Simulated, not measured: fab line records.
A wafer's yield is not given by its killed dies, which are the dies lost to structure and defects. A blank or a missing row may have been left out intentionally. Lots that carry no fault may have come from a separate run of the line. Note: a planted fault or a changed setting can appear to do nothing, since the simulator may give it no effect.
2 desks, one fault    flow gf180mcu    every desk sees just its own numbers, and what lay behind them comes last

FOR THE TOOL OWNER'S DESK: implanter-03
The tool's own readings at GF_HV_LDD_IMPLANT_36, given as means over the sampled wafers that have a number, one for each lot that went through this tool. Any lot whose mean is over 4 standard deviations away from the usual mean is out of limits and marked OUT; that distance is given in the brackets.
Columns: A = beam-on-s at GF_HV_LDD_IMPLANT_36, usual 10.01 s
lot   first seen here  A
L820  day 15 03:25     10.26
L828  day 17 18:24     9.83
L831  day 18 17:05     10.04
This desk found nothing out of limits on any of the 3 lots.

METROLOGY DESK
What the gauges read for every lot (on any tool): the sampled wafers with a number, averaged. Any lot whose mean is over 4 standard deviations away from the usual mean is out of limits and marked OUT; that distance is given in the brackets. Only the readings that lie furthest out on some lot appear, 7 of the 9 it has.
Columns: A = cd-nm at GF_HV_LDD_CD_MEAS_31, usual 399.4 nm; B = HV_LDD_02_OVL at GF_HV_LDD_OVL_MEAS_32, usual 0.0 nm; C = HV_LDD_3_TW at GF_HV_LDD_TW_MEAS_38, usual 1429; D = cd-nm at GF_HV_LDD_CD_MEAS_46, usual 399.6 nm; E = HV_LDD_4_TW at GF_HV_LDD_TW_MEAS_50, usual 568; F = HV_LDD_RS at GF_HV_LDD_RS_MEAS_53, usual 419.0 ohm/sq; G = HV_LDD_CVD_56_THK at GF_HV_LDD_THK_MEAS_57, usual 90.0 nm
lot   first seen here  A      B     C     D      E    F      G
L810  day 11 21:24     397.0  -2.0  1438  396.0  570  419.4  89.3
L817  day 14 01:43     399.9  -2.1  1428  401.2  569  418.3  89.1
L820  day 15 02:48     397.7  -0.3  1432  401.2  567  419.2  89.8
L828  day 17 17:47     400.9  -0.8  1412  400.6  569  420.7  90.8
L831  day 18 16:29     398.5  -1.1  1425  395.6  563  419.5  88.3
L832  day 18 21:49     402.8  0.6   1435  399.9  565  417.8  90.6
This desk found nothing out of limits on any of the 6 lots.

TAKEN TOGETHER
The desk of the tool owner found nothing out of limits.
Nothing out of limits was seen by the metrology desk.

WHAT HAD BEEN PUT IN BY THE SIMULATOR
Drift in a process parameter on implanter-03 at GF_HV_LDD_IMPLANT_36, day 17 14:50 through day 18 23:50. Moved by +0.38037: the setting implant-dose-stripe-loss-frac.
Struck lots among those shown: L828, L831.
